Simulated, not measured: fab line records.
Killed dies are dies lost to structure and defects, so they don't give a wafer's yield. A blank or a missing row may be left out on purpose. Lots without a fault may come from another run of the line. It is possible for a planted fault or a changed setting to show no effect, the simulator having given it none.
The tool behind it: which one?    flow sky130    24 lots with 72 wafers sampled at 5 steps, on a route of 708 steps

== WHAT EACH GAUGE READ, for each wafer ==
SKY_METAL1_RS_MEAS_05: uses a four-point probe to measure.
lot   measured      on             METAL1_ALCU_RS (ohm/sq)
L074  day 31 08:49  film-metro-01  0.1268 0.1266 0.1266
L075  day 32 02:50  film-metro-04  0.1269 0.1258 0.1258
L076  day 32 05:50  film-metro-01  0.1263 0.1256 0.1260
L077  day 32 19:15  film-metro-01  0.1265 0.1285 0.1274
L078  day 34 00:50  film-metro-03  0.1276 0.1272 0.1274
L079  day 34 02:05  film-metro-01  0.1264 0.1260 0.1252
L080  day 34 02:22  film-metro-01  0.1279 0.1280 0.1275
L081  day 34 03:44  film-metro-01  0.1262 0.1262 0.1263
L082  day 34 09:26  film-metro-03  0.1258 0.1267 0.1261
L083  day 34 18:10  film-metro-01  0.1257 0.1250 0.1253
L084  day 35 06:41  film-metro-03  0.1272 0.1271 0.1253
L086  day 35 15:06  film-metro-04  0.1266 0.1256 0.1256
L085  day 35 18:28  film-metro-01  0.1270 0.1278 0.1276
L087  day 36 02:55  film-metro-01  0.1282 0.1297 0.1296
L088  day 36 03:46  film-metro-04  0.1258 0.1258 0.1257
L089  day 36 23:03  film-metro-04  0.1250 0.1268 0.1247
L090  day 37 06:37  film-metro-03  0.1259 0.1256 0.1259
L091  day 37 11:52  film-metro-03  0.1256 0.1276 0.1262
L092  day 37 16:41  film-metro-03  0.1261 0.1265 0.1256
L093  day 37 18:11  film-metro-03  0.1267 0.1260 0.1260
L094  day 38 02:17  film-metro-03  0.1278 0.1280 0.1276
L095  day 38 08:54  film-metro-01  0.1277 0.1278 0.1286
L097  day 39 11:26  film-metro-04  0.1271 0.1287 0.1276
L096  day 40 15:08  film-metro-03  0.1287 0.1290 0.1288

SKY_VIA1_THK_MEAS_01.
lot   measured      on             VIA1_HDPCVD_THK (nm)
L074  day 32 13:19  film-metro-02  1022 1020 1020
L075  day 33 07:29  film-metro-04  1031 1048 1032
L076  day 33 08:22  film-metro-01  1028 1021 1028
L077  day 33 22:44  film-metro-01  1037 1015 1039
L078  day 35 04:55  film-metro-02  1036 1032 1028
L079  day 35 05:23  film-metro-01  1050 1026 1038
L080  day 35 05:43  film-metro-04  1021 1032 1029
L081  day 35 07:33  film-metro-01  1010 1008 1021
L082  day 35 13:12  film-metro-04  1024 1022 1028
L083  day 35 21:22  film-metro-01  1033 1026 1022
L084  day 36 09:44  film-metro-02  1022 1001 1015
L086  day 36 18:35  film-metro-04  1041 1048 1029
L085  day 36 21:10  film-metro-02  1010 1015 1005
L087  day 37 05:34  film-metro-02  1009 1001 1023
L088  day 37 07:17  film-metro-02  1021 1030 1023
L089  day 38 02:38  film-metro-02  1025 1027 1027
L090  day 38 10:42  film-metro-02  1026 1045 1046
L091  day 38 14:50  film-metro-04  1033 1026 1034
L092  day 38 19:33  film-metro-04  1026 1031 1034
L093  day 38 21:04  film-metro-04  1029 1023 1008
L094  day 39 04:42  film-metro-01  1044 1037 1044
L095  day 39 11:38  film-metro-04  1046 1047 1040
L097  day 40 12:58  film-metro-04  1036 1032 1024
L096  day 41 16:29  film-metro-02  1016 1023 1029

SKY_VIA2_RS_MEAS_22: uses a four-point probe to measure.
lot   measured      on             VIA2_W_RS (ohm/sq)
L074  day 36 01:17  film-metro-03  0.2742 0.2717 0.2742
L075  day 36 19:26  film-metro-02  0.2731 0.2720 0.2759
L076  day 36 20:25  film-metro-04  0.2752 0.2742 0.2759
L077  day 37 10:20  film-metro-03  0.2719 0.2694 0.2684
L078  day 38 15:28  film-metro-03  0.2747 0.2696 0.2741
L079  day 38 15:52  film-metro-02  0.2731 0.2733 0.2739
L080  day 38 16:07  film-metro-03  0.2686 0.2676 0.2712
L081  day 38 18:02  film-metro-03  0.2718 0.2749 0.2743
L082  day 38 22:36  film-metro-02  0.2722 0.2739 0.2728
L083  day 39 07:31  film-metro-04  0.2751 0.2746 0.2721
L084  day 39 19:48  film-metro-03  0.2741 0.2764 0.2729
L086  day 40 04:20  film-metro-02  0.2772 0.2788 0.2798
L085  day 40 06:04  film-metro-04  0.2744 0.2727 0.2710
L087  day 40 14:35  film-metro-04  0.2743 0.2746 0.2773
L088  day 40 15:32  film-metro-02  0.2709 0.2666 0.2683
L089  day 41 10:52  film-metro-03  0.2717 0.2715 0.2732
L090  day 41 16:50  film-metro-02  0.2777 0.2740 0.2757
L091  day 41 22:07  film-metro-03  0.2715 0.2702 0.2679
L092  day 42 01:16  film-metro-04  0.2675 0.2697 0.2700
L093  day 42 03:07  film-metro-02  0.2741 0.2750 0.2759
L094  day 42 10:27  film-metro-02  0.2698 0.2683 0.2681
L095  day 42 16:20  film-metro-04  0.2717 0.2693 0.2701
L097  day 43 16:06  film-metro-04  0.2732 0.2733 0.2750
L096  day 44 17:49  film-metro-03  0.2697 0.2668 0.2690

SKY_CAPM_RS_MEAS_03: uses a four-point probe to measure.
lot   measured      on             CAPM_TIN_RS (ohm/sq)
L074  day 36 02:07  film-metro-04  6.93 6.97 6.96
L075  day 36 20:16  film-metro-03  6.94 6.94 6.89
L076  day 36 21:15  film-metro-04  6.83 6.90 6.98
L077  day 37 11:09  film-metro-04  7.01 6.99 7.01
L078  day 38 16:17  film-metro-01  6.91 6.84 6.77
L079  day 38 16:55  film-metro-03  6.86 6.86 6.90
L080  day 38 17:09  film-metro-04  6.91 6.81 6.79
L081  day 38 18:52  film-metro-01  6.92 6.88 6.90
L082  day 38 23:26  film-metro-04  6.84 6.88 6.80
L083  day 39 08:20  film-metro-03  6.79 6.82 6.87
L084  day 39 20:37  film-metro-03  6.97 6.98 7.02
L086  day 40 05:10  film-metro-04  6.91 6.91 7.06
L085  day 40 06:53  film-metro-01  6.74 6.84 6.81
L087  day 40 15:40  film-metro-01  7.02 7.08 7.00
L088  day 40 16:22  film-metro-03  6.84 6.92 6.91
L089  day 41 11:41  film-metro-04  6.91 6.82 6.98
L090  day 41 17:40  film-metro-04  6.95 7.04 7.04
L091  day 41 22:56  film-metro-03  6.89 6.92 6.95
L092  day 42 02:05  film-metro-03  6.87 6.90 6.95
L093  day 42 03:56  film-metro-04  6.87 6.92 6.92
L094  day 42 11:16  film-metro-01  6.92 6.91 6.93
L095  day 42 17:10  film-metro-01  6.94 6.85 6.90
L097  day 43 16:56  film-metro-04  6.87 6.86 6.88
L096  day 44 18:40  film-metro-03  6.93 6.91 6.90

== TOOL THAT RAN EACH LOT (tool first, then ch and the chambers of the sampled wafers, then the start) ==
lot   SKY_METAL1_SPUTTER_01
L074  pvd-sputter-04, day 31 08:41
L075  pvd-sputter-03, day 32 02:39
L076  pvd-sputter-03, day 32 05:43
L077  pvd-sputter-01, day 32 19:04
L078  pvd-sputter-03, day 34 00:41
L079  pvd-sputter-01, day 34 01:55
L080  pvd-sputter-03, day 34 02:15
L081  pvd-sputter-01, day 34 03:34
L082  pvd-sputter-03, day 34 09:17
L083  pvd-sputter-03, day 34 18:02
L084  pvd-sputter-03, day 35 06:34
L086  pvd-sputter-01, day 35 14:59
L085  pvd-sputter-01, day 35 18:22
L087  pvd-sputter-04, day 36 02:47
L088  pvd-sputter-03, day 36 03:37
L089  pvd-sputter-03, day 36 22:55
L090  pvd-sputter-03, day 37 06:28
L091  pvd-sputter-03, day 37 11:44
L092  pvd-sputter-04, day 37 16:32
L093  pvd-sputter-03, day 37 18:03
L094  pvd-sputter-03, day 38 02:10
L095  pvd-sputter-01, day 38 08:47
L097  pvd-sputter-01, day 39 11:20
L096  pvd-sputter-01, day 40 15:01
- SKY_METAL1_SPUTTER_01: material TiN, target thk 20 nm, time 16.7 s.

== AS READ BY THE TOOLS THEMSELVES (means over the sampled wafers that have a number; for cases with no such wafer, the mark the record gives instead) ==
SKY_METAL1_SPUTTER_01.
lot   tool            throttle-valve-pct (%)
L074  pvd-sputter-04  30.4
L075  pvd-sputter-03  29.9
L076  pvd-sputter-03  31.5
L077  pvd-sputter-01  30.1
L078  pvd-sputter-03  31.9
L079  pvd-sputter-01  30.0
L080  pvd-sputter-03  30.8
L081  pvd-sputter-01  30.3
L082  pvd-sputter-03  32.3
L083  pvd-sputter-03  31.9
L084  pvd-sputter-03  31.1
L086  pvd-sputter-01  30.2
L085  pvd-sputter-01  29.9
L087  pvd-sputter-04  30.5
L088  pvd-sputter-03  31.4
L089  pvd-sputter-03  30.6
L090  pvd-sputter-03  30.7
L091  pvd-sputter-03  30.7
L092  pvd-sputter-04  30.5
L093  pvd-sputter-03  31.3
L094  pvd-sputter-03  31.6
L095  pvd-sputter-01  29.9
L097  pvd-sputter-01  30.0
L096  pvd-sputter-01  30.0

== THE ANSWER, worked out from the rows above alone ==
Rule: the lots themselves supply what counts as usual. Put in order of their means at a reading, lots are off if they are a third of the lots or fewer, leave a main group of 4 or more, and stand apart from it by a gap of 3 or more times the standard deviation of the main group's means; of several such gaps the widest counts. The tables above print the reading to a certain number of digits; a main group whose means all agree to those digits is not used. Also off: a lot with no number at a reading for which 4 or more lots have one. Where the step has rows for the other lots, those lots are counted as sound. Order of review: gauges by route order, followed by the tools' own readings, for which a lot's mean as printed above is used. The first step at which some lot is off is used, and at that step the reading that is off furthest; a lot without a number counts as furthest.
None of the lots is off at any reading shown; this tells nothing.

== WHAT HAD BEEN PUT IN BY THE SIMULATOR ==
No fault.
